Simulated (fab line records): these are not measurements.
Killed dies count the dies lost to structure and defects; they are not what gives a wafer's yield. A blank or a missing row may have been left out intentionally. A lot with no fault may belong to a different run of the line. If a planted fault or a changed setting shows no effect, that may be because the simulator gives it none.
Struck lot and sound lot, side by side    flow gf180mcu    14 out of 602 route steps
Sound: these wafers, L230.2, L230.3, L230.5. Wafers L233.4, L233.5, L233.6 were the ones struck. Last of all comes the cause.
Per side, at each step with rows, come the tool, then ch with its chambers, and then its first start. Under that, the readings that differ: sound wafers    struck wafers    difference of the means    sigmas: that difference in standard deviations of wafers without a fault.
alike: same words and numbers on both sides, and readings whose means sit less than 2 such deviations apart. not compared: any withheld reading, any reading some wafer has no value for, any bound like >300 that may hide the same value, and any number with overlapping values for which the record gives no deviation.
A row with sigmas, a row that says differs or no value, or rows on one side alone: a step with any of these is where the two part. Numbers that don't overlap but have no deviation are shown without sigmas and don't part them. A reading missing from all wafers of one side parts the sides only when that side holds two or more wafers.

GF_V1_CMP_26: polishes, stops on SiO2, t overpolish 15 s, target thk 0 nm.
  sound on cmp-01 ch 0,3, day 19 07:19; struck on cmp-01 ch 0,1, day 20 20:02
  alike: motor_current_A, overpolish_run_s, time_to_endpoint_s
then, 1 step without rows for these wafers: GF_M2_SPUTTER_00 (material Ti, target thk 37.5 nm, time 150 s).
GF_M2_SPUTTER_01: material TiN, target thk 30 nm, time 25 s.
  sound on pvd_sputter-04, day 19 07:43; struck on pvd_sputter-02, day 20 20:24
  alike: throttle_valve_pct
GF_M2_SPUTTER_02: material AlCu, target thk 450 nm, time 23.9 s.
  sound on pvd_sputter-04, day 19 07:45; struck on pvd_sputter-02, day 20 20:26
  alike: throttle_valve_pct
GF_M2_SPUTTER_03: material Ti, target thk 10 nm, time 6.7 s.
  sound on pvd_sputter-04, day 19 07:47; struck on pvd_sputter-02, day 20 20:28
  alike: throttle_valve_pct
GF_M2_SPUTTER_04: material TiN, target thk 50 nm, time 41.7 s.
  sound on pvd_sputter-04, day 19 07:48; struck on pvd_sputter-02, day 20 20:29
  alike: throttle_valve_pct
GF_M2_RS_MEAS_05: uses a four-point probe to measure.
  sound on film_metro-02, day 19 07:52; struck on film_metro-04, day 20 20:35
  alike: M2_ALCU_RS
GF_M2_THK_MEAS_06: measures by xrf.
  sound on film_metro-02, day 19 07:58; struck on film_metro-04, day 20 20:41
  alike: M2_ALCU_THK
then, 4 steps without rows for these wafers: GF_M2_DEHYDRATE_07 (time 60 s); GF_M2_HMDS_08 (prime time 60 s); GF_M2_COAT_09 (resist thk 1000 nm); GF_M2_SOFTBAKE_10 (time 60 s).
GF_M2_EXPOSE_11: exposes mask Metal2, target cd 280 nm.
  sound on krf_scanner-02 ch 0, day 19 20:23; struck on krf_scanner-01, day 21 08:22
  no value came back on the struck wafers for exposure_dose_mJ_cm2, focus_offset_nm (nm); on the sound wafers exposure_dose_mJ_cm2 reads 27.959 27.890 27.895
  alike: mask
then, 1 step without rows for these wafers: GF_M2_PEB_12 (peb time 90 s).

== WHERE THEY PART ==
Only at GF_M2_EXPOSE_11, within this record.

WHY: whatever the simulator had introduced
Whole step skipped at GF_M2_EXPOSE_11 on krf_scanner-01, starting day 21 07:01. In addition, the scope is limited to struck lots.
